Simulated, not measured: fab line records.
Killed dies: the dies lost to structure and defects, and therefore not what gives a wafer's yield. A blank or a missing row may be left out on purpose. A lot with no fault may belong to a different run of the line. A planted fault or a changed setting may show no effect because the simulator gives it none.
Chamber matching / flow gf180mcu / GF_V5_CMP_26 on cmp-02 has 4 sister chambers
The step polishes, stops on SiO2, t overpolish 15 s, target thk 0 nm. 14 wafers are shown with their chamber, then 7 later ones without.

WAFERS WITH THEIR CHAMBER
wafer=L482.2; chamber=1; motor current A (A)=11.3; time to endpoint s (s)=85; overpolish run s (s)=14.997
wafer=L482.5; chamber=3; motor current A (A)=9.7; time to endpoint s (s)=84; overpolish run s (s)=15.007
wafer=L482.6; chamber=0; motor current A (A)=10.5; time to endpoint s (s)=83; overpolish run s (s)=15.011
wafer=L484.2; chamber=3; motor current A (A)=9.7; time to endpoint s (s)=85; overpolish run s (s)=14.992
wafer=L484.3; chamber=0; motor current A (A)=10.7; time to endpoint s (s)=83; overpolish run s (s)=14.986
wafer=L484.4; chamber=1; motor current A (A)=11.1; time to endpoint s (s)=83; overpolish run s (s)=14.994
wafer=L492.2; chamber=1; motor current A (A)=10.9; time to endpoint s (s)=88; overpolish run s (s)=15.000
wafer=L492.5; chamber=2; motor current A (A)=12.4; time to endpoint s (s)=89; overpolish run s (s)=14.997
wafer=L492.6; chamber=1; motor current A (A)=10.6; time to endpoint s (s)=87; overpolish run s (s)=15.008
wafer=L493.1; chamber=3; motor current A (A)=9.8; time to endpoint s (s)=82; overpolish run s (s)=14.982
wafer=L493.3; chamber=0; motor current A (A)=9.8; time to endpoint s (s)=84; overpolish run s (s)=14.984
wafer=L493.5; chamber=3; motor current A (A)=9.0; time to endpoint s (s)=83; overpolish run s (s)=15.007
wafer=L494.2; chamber=0; motor current A (A)=10.4; time to endpoint s (s)=80; overpolish run s (s)=14.998
wafer=L494.4; chamber=1; motor current A (A)=11.6; time to endpoint s (s)=81; overpolish run s (s)=15.004

SIGNATURES (means of the wafers above)
reading=motor current A; chamber 0=10.350; chamber 1=11.100; chamber 2=12.400; chamber 3=9.550; scatter within a chamber=0.379
reading=time to endpoint s; chamber 0=82.50; chamber 1=84.80; chamber 2=89.00; chamber 3=83.50; scatter within a chamber=2.16
reading=overpolish run s; chamber 0=14.99475; chamber 1=15.00060; chamber 2=14.99700; chamber 3=14.99700; scatter within a chamber=0.0102
Rule: for a wafer and a chamber, the distance is found by dividing, reading by reading, the gap between the wafer's reading and the chamber's mean by the reading's scatter, squaring, summing and taking the root. If the next closest chamber is less than 2 further off than the closest, the wafer can't be placed; otherwise it belongs to the closest. The scatter is the square root of a quotient: the sum, over the shown wafers, of each reading's squared deviation from its chamber's mean, divided by wafers minus chambers.

WAFERS WITH NO CHAMBER GIVEN
wafer=L494.6; motor current A (A)=9.5; time to endpoint s (s)=81; overpolish run s (s)=15.005
wafer=L500.4; motor current A (A)=11.1; time to endpoint s (s)=85; overpolish run s (s)=14.994
wafer=L500.5; motor current A (A)=11.8; time to endpoint s (s)=87; overpolish run s (s)=15.008
wafer=L500.6; motor current A (A)=10.1; time to endpoint s (s)=84; overpolish run s (s)=15.002
wafer=L502.1; motor current A (A)=9.5; time to endpoint s (s)=87; overpolish run s (s)=14.997
wafer=L502.2; motor current A (A)=10.5; time to endpoint s (s)=87; overpolish run s (s)=15.011
wafer=L502.3; motor current A (A)=11.7; time to endpoint s (s)=91; overpolish run s (s)=15.002

WHICH CHAMBER EACH WENT THROUGH
wafer=L494.6; from the rows above=can't be placed: 3 or 0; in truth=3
wafer=L500.4; from the rows above=can't be placed: 1 or 0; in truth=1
wafer=L500.5; from the rows above=can't be placed: 2 or 1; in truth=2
wafer=L500.6; from the rows above=can't be placed: 0 or 3 or 1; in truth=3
wafer=L502.1; from the rows above=can't be placed: 3 or 0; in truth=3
wafer=L502.2; from the rows above=can't be placed: 1 or 0 or 3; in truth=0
wafer=L502.3; from the rows above=can't be placed: 2 or 1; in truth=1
0 of 7 placed correctly. These rows do not allow placing 7 (true chamber among the candidates in 7). Number placed wrongly: 0.
